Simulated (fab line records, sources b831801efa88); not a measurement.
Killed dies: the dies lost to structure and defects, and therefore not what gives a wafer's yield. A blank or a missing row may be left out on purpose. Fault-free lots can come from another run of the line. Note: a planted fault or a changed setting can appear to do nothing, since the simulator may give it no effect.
Problem report in the 8D (eight disciplines) form, filled by code + flow sky130 + the parts of the form that need people (team, actions taken, sign-off) are left out

1. THE ISSUE
Mean LI_CONTACT_W_RS at SKY_LI_CONTACT_RS_MEAS_22: 0.254 ohm/sq over 4 wafers in 3 lots; fault-free wafers: 0.285 ohm/sq, standard deviation 0.004. That is -7.8 standard deviations from the usual mean.
The step: measures by four-point-probe.
Earliest sighting: wafer L158.1 on film metro-03 at day 34 14:10. At this step, 34 wafers from 12 lots have a number in the record. By rule, "out" or "out of limits" means more than 4 standard deviations away from the usual mean. The other wafers with a number count as sound.

2. WHAT IT IS, WHAT IT ISN'T
| question                    | is                             | is not                                                                                |
|-----------------------------|--------------------------------|---------------------------------------------------------------------------------------|
| which readings at this step | LI_CONTACT_W_RS                | -                                                                                     |
| which lots                  | L158, L159, L160               | L142, L144, L146, L148, L149, L151, L152, L164, L165                                  |
| which wafers of those lots  | L158.1, L158.4, L159.1, L160.4 | L158.5, L159.3, L160.2                                                                |
| read on which gauges        | film metro-01, film metro-03   | film metro-02                                                                         |
| when                        | from day 34 14:10              | up to then (22 sound wafers); but 8 sound wafers of L159, L160, L164, L165 came after |

3. THE SUSPECTS, EACH WITH WHAT RULES IT OUT
Counting: any tool at a process step up to the reading remains a suspect provided it ran every lot that is out. Sound lots after the first of them don't rule it out here, since some wafers of a struck lot are sound.
- the gauge at SKY_LI_CONTACT_RS_MEAS_22 is ruled out. 2 gauges (film metro-01, film metro-03) read the wafers that are out.
- cvd w-01 at SKY_LI_CONTACT_CVD_21 (deposits W, target thk 400 nm, time 120.56 s): kept. Every lot that is out went through it, the first being L158 (day 34 13:55); the last sound lot it ran before that was L151 (day 32 23:12).
The count leaves cvd w-01 at SKY_LI_CONTACT_CVD_21.

4. THE CAUSE (what the simulator had put in)
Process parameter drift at SKY_LI_CONTACT_CVD_21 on cvd w-01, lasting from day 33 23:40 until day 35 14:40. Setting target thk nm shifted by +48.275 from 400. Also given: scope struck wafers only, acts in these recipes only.
After counting, this tool was the only one left.

5. THE EFFECT CHAIN, in route order
One row per reading whose mean, taken over the struck wafers that have a number, lies over 3 standard deviations from the usual. Readings are gone through only where the record gives a usual standard deviation; hours: the median, over the lots, of the time from a lot's start at the first step in this table giving one to that lot's start at this step; sigmas: the change measured in usual standard deviations.
| hours | step                       | reading          | usual        | on struck wafers | change | sigmas |
|-------|----------------------------|------------------|--------------|------------------|--------|--------|
| 0     | SKY_LI_CONTACT_RS_MEAS_22  | LI_CONTACT_W_RS  | 0.285 ohm/sq | 0.254            | -0.031 | -7.8   |
| 0     | SKY_LI_CONTACT_THK_MEAS_23 | LI_CONTACT_W_THK | 396 nm       | 452              | +56    | +8.2   |

6. WHAT WOULD HAVE CAUGHT IT SOONER
Counted from the fault's start at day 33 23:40, it took 14 hours until the first out-of-limits reading at a measuring or inspecting step in this record, taken at day 34 14:10.
No tool reading at SKY_LI_CONTACT_CVD_21 that has a usual standard deviation in the record was out on any struck wafer, so an alarm limit of 4 standard deviations on those readings would not have fired.
Of the lots that are out (3), L159, L160 began SKY_LI_CONTACT_CVD_21 on cvd w-01 after day 34 14:10. A hold on the tool at that time would have spared those 2.
